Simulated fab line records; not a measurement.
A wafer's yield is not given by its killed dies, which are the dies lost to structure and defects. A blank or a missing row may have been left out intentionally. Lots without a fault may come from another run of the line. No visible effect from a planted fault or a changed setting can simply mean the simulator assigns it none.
Comparing a struck lot with a sound one	flow sky130	15 out of 708 route steps
Sound: these wafers, L320.2, L320.5, L320.6. Wafers L325.3, L325.4, L325.5 were the ones struck. At the end, the cause is stated.
Each step with rows lists, per side, the tool, then ch with its chambers, then its first start. Under that, the readings that differ: sound wafers	struck wafers	difference of the means	sigmas: that difference in standard deviations of wafers without a fault.
alike: readings whose means differ by less than 2 such deviations, and words and numbers that are the same on both sides. not compared: withheld readings, readings that some wafer has no value for, bounds like >300 that may hide the same value, and numbers for which the record gives no deviation and whose values overlap.
Wherever a step has rows on one side only, a row that says differs or no value, or a row with sigmas, the two part there. Non-overlapping numbers with no deviation appear without sigmas and do not part them. Lack of a reading on every wafer of one side parts them only where that side has two or more wafers.

SKY_VIA2_ETCH_14: etches BARC in N2/H2, stops on SiO2, time 45.9 s, target depth 60 nm.
  sound on rie_diel-04 ch 1,2, day 39 16:43; struck on rie_diel-01 ch 0,2, day 41 07:13
  alike: drypump_motor_current_A, oes_product_au, rf_fwd_power_W, throttle_valve_pct
  not compared: rf_hours_counter_h
SKY_VIA2_ETCH_15: etches SiO2 in C4F8/O2/Ar, stops on TiN, target depth 546 nm, time 84 s.
  sound on rie_diel-04 ch 1,2, day 39 16:46; struck on rie_diel-01 ch 0,2, day 41 07:16
  alike: oes_product_au, rf_fwd_power_W
  not compared: rf_hours_counter_h
SKY_VIA2_STRIP_16: strips in O2/N2.
  sound on plasma_asher-02 ch 0,1, day 39 16:50; struck on plasma_asher-03 ch 0,1, day 41 07:22
  alike: drypump_motor_current_A, oes_product_au, strip_time_to_endpoint_s
  not compared: rf_hours_counter_h
then, 5 steps without rows for these wafers: SKY_VIA2_STRIP_17 (strips in post etch residue remover, time 1200 s); SKY_VIA2_CLEAN_18 (cleans in IPA, time 180 s); SKY_VIA2_CLEAN_19 (cleans in O3/DIW); SKY_VIA2_SPUTTER_20 (material TiN, target thk 20 nm, time 80 s); SKY_VIA2_CVD_21 (deposits W, target thk 420 nm, time 126.4 s).
SKY_VIA2_RS_MEAS_22: a four-point-probe measurement.
  struck on film_metro-03, day 41 08:09; sound on film_metro-02, day 39 17:38
  alike: VIA2_W_RS
SKY_VIA2_THK_MEAS_23: measures by xrf.
  struck on film_metro-03, day 41 08:15; sound on film_metro-02, day 39 17:44
  alike: VIA2_W_THK
SKY_VIA2_CMP_24: polishes, stops on SiO2, t overpolish 20 s, target thk 0 nm.
  sound on cmp-02 ch 1,2, day 39 17:47; struck on cmp-02 ch 0,1,2, day 41 08:23
  alike: motor_current_A, overpolish_run_s, time_to_endpoint_s
then, 1 step without rows for these wafers: SKY_METAL3_SPUTTER_00 (material Ti, target thk 15 nm, time 10 s).
SKY_METAL3_SPUTTER_01: material TiN, target thk 20 nm, time 16.7 s.
  struck on pvd_sputter-02, day 41 08:37; sound on pvd_sputter-04, day 39 18:07
  no value came back on the struck wafers for cathode_dc_power_W (W), chamber_pressure_pa (Pa), throttle_valve_pct (%); on the sound wafers cathode_dc_power_W (W) reads 6499.3 6500.1 6498.9
SKY_METAL3_SPUTTER_02: material AlCu, target thk 735 nm, time 39.1 s.
  struck on pvd_sputter-02, day 41 08:38; sound on pvd_sputter-04, day 39 18:08
  alike: cathode_dc_power_W, chamber_pressure_pa, throttle_valve_pct
-- the record jumps here: 8 days lie between the struck wafers' starts before and after (it left off in module METAL3 and takes up again in module PAD_OPEN, whose first step shown is number 708 of the route) --
SKY_PAD_OPEN_PROBE_99:
  struck on prober-02, day 49 16:05; sound on prober-01, day 48 10:56
reading	sound	struck	difference	sigmas
sort_bin_8_speed (%)	0 0.20 0	0 0 0	+0	-4
model.etest.met3.line_ohm_um	0.1431 0.1454 0.145	0.1481 0.1573 0.1469	+0.0063	
model.etest.met3.rs_ohm_sq	0.04208 0.04308 0.04316	0.04385 0.0457 0.04381	+0.00168	
  alike: defect_limited_yield, killed_at_M0_to_M3, killed_at_M4_up, killed_at_contacts, killed_at_front_end, killed_at_other, killed_dies, killed_on_rim, killed_open, killed_short, sort_bin_3_pad_short, sort_bin_5_function, sort_bin_6_memory, sort_n_pass, sort_yield_pct
  not compared: model.etest.via2_chain.rc_ohm

== WHERE THEY PART ==
First at SKY_METAL3_SPUTTER_01; last, within this record, at SKY_PAD_OPEN_PROBE_99.

WHY: the cause the simulator had injected
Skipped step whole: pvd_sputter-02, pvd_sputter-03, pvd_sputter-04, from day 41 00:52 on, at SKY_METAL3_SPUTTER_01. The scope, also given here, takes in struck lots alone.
